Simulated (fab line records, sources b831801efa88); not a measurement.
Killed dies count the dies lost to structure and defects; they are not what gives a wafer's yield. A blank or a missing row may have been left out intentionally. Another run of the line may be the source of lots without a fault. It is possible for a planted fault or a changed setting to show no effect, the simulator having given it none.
The same fault as seen by 2 desks :: flow sky130 :: every desk sees just its own numbers, and what lay behind them comes last

AT THE METROLOGY DESK
What the gauges read, lot by lot, whatever tool the lot ran on: means of the sampled wafers that have a number. The brackets show how far a lot's mean lies from the usual mean; more than 4 standard deviations puts the lot out of limits, marked OUT. It has 8 readings; the 7 that lie furthest out on some lot are the ones shown.
Columns: A = cd-nm at SKY_SD_P_CD_MEAS_07, usual 380.0 nm; B = SD_P_OVL at SKY_SD_P_OVL_MEAS_08, usual 0.0 nm; C = SD_P_TW at SKY_SD_P_TW_MEAS_11, usual 2845; D = RES_XHIGH_TW at SKY_RES_XHIGH_TW_MEAS_09, usual 1654; E = cd-nm at SKY_SD_N_CD_MEAS_07, usual 380.1 nm; F = SD_N_OVL at SKY_SD_N_OVL_MEAS_08, usual -0.2 nm; G = SD_N_TW at SKY_SD_N_TW_MEAS_12, usual 4025
lot: L695
first seen here: day 29 03:19
A: 380.0
B: -1.8
C: 2844
D: 1665
E: 380.1
F: -0.3
G: 3997

lot: L699
first seen here: day 29 21:10
A: 384.9
B: 1.0
C: 2839
D: 1670
E: 379.5
F: 1.0
G: 4008

lot: L703
first seen here: day 31 10:56
A: 381.7
B: -0.9
C: 2806
D: 1642
E: 379.9
F: -0.7
G: 3984

lot: L707
first seen here: day 32 14:38
A: 378.6
B: 2.5
C: 2866
D: 1673
E: 380.6
F: 1.6
G: 4056

lot: L709
first seen here: day 33 05:13
A: 378.5
B: 0.3
C: 2829
D: 1636
E: 376.7
F: -1.4
G: 4043
This desk's finding: nothing out of limits on any of the 5 lots.

THE TOOL OWNER'S DESK: implanter-04
The tool's own readings at SKY_SD_P_IMPLANT_09, given as means over the sampled wafers that have a number, one for each lot that went through this tool. The brackets show how far a lot's mean lies from the usual mean; more than 4 standard deviations puts the lot out of limits, marked OUT.
Columns: A = tilt-deg at SKY_SD_P_IMPLANT_09, usual 0.001 degrees
lot: L695
first seen here: day 29 03:28
A: -0.007

lot: L707
first seen here: day 32 14:48
A: 0.011
This desk's finding: nothing out of limits on any of the 2 lots.

PUT TOGETHER
The metrology desk saw nothing out of limits.
The desk of the tool owner found nothing out of limits.

WHAT HAD BEEN PUT IN BY THE SIMULATOR
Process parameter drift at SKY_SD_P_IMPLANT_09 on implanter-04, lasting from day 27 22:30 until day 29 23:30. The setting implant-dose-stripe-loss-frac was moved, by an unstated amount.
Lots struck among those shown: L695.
